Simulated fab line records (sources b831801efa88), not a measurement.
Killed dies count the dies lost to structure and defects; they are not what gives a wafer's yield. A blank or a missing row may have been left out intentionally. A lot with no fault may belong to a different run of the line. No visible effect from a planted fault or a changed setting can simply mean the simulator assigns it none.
Chamber matching :: flow gf180mcu :: cmp-02 running GF_V2_CMP_04: 4 sister chambers
The step polishes SiO2. 4 wafers are shown with their chamber, then 11 later ones without.

EACH WAFER AND ITS CHAMBER
wafer: L089.2
chamber: 2
motor_current_A (A): 10.6

wafer: L089.3
chamber: 1
motor_current_A (A): 10.9

wafer: L091.4
chamber: 3
motor_current_A (A): 12.1

wafer: L092.1
chamber: 0
motor_current_A (A): 12.5

WAFERS WITH NO CHAMBER GIVEN
wafer: L092.2
motor_current_A (A): 11.0

wafer: L092.4
motor_current_A (A): 11.4

wafer: L095.2
motor_current_A (A): 12.6

wafer: L095.4
motor_current_A (A): 11.0

wafer: L095.6
motor_current_A (A): 11.1

wafer: L096.1
motor_current_A (A): 11.0

wafer: L096.2
motor_current_A (A): 12.3

wafer: L096.5
motor_current_A (A): 12.8

wafer: L097.1
motor_current_A (A): 12.9

wafer: L097.3
motor_current_A (A): 11.1

wafer: L097.6
motor_current_A (A): 12.8

WHICH CHAMBER EACH ONE RAN IN
wafer: L092.2
from the rows above: can't be placed: 1 or 2
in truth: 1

wafer: L092.4
from the rows above: can't be placed: 1 or 3 or 2
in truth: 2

wafer: L095.2
from the rows above: can't be placed: 0 or 3
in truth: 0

wafer: L095.4
from the rows above: can't be placed: 1 or 2
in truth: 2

wafer: L095.6
from the rows above: can't be placed: 1 or 2
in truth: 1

wafer: L096.1
from the rows above: can't be placed: 1 or 2
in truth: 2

wafer: L096.2
from the rows above: can't be placed: 0 or 3
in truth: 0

wafer: L096.5
from the rows above: can't be placed: 0 or 3
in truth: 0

wafer: L097.1
from the rows above: can't be placed: 0 or 3
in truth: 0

wafer: L097.3
from the rows above: can't be placed: 1 or 2
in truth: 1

wafer: L097.6
from the rows above: can't be placed: 0 or 3
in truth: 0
Placed correctly: 0 of 11. Cannot be placed on the basis of these rows: 11; the candidates contain the true chamber in 11. Wrongly placed: 0.
How it was worked out, from the rows above alone: a wafer's distance from a chamber is the root of the sum, over the readings, of the square of ((its reading less the chamber's mean) divided by the reading's scatter). If the next closest chamber is less than 2 further off than the closest, the wafer can't be placed; otherwise it belongs to the closest. Each chamber's mean is taken over the wafers shown for it. The scatter: root of mean squared gap, hidden wafer to nearest shown wafer, with one shown wafer a chamber.
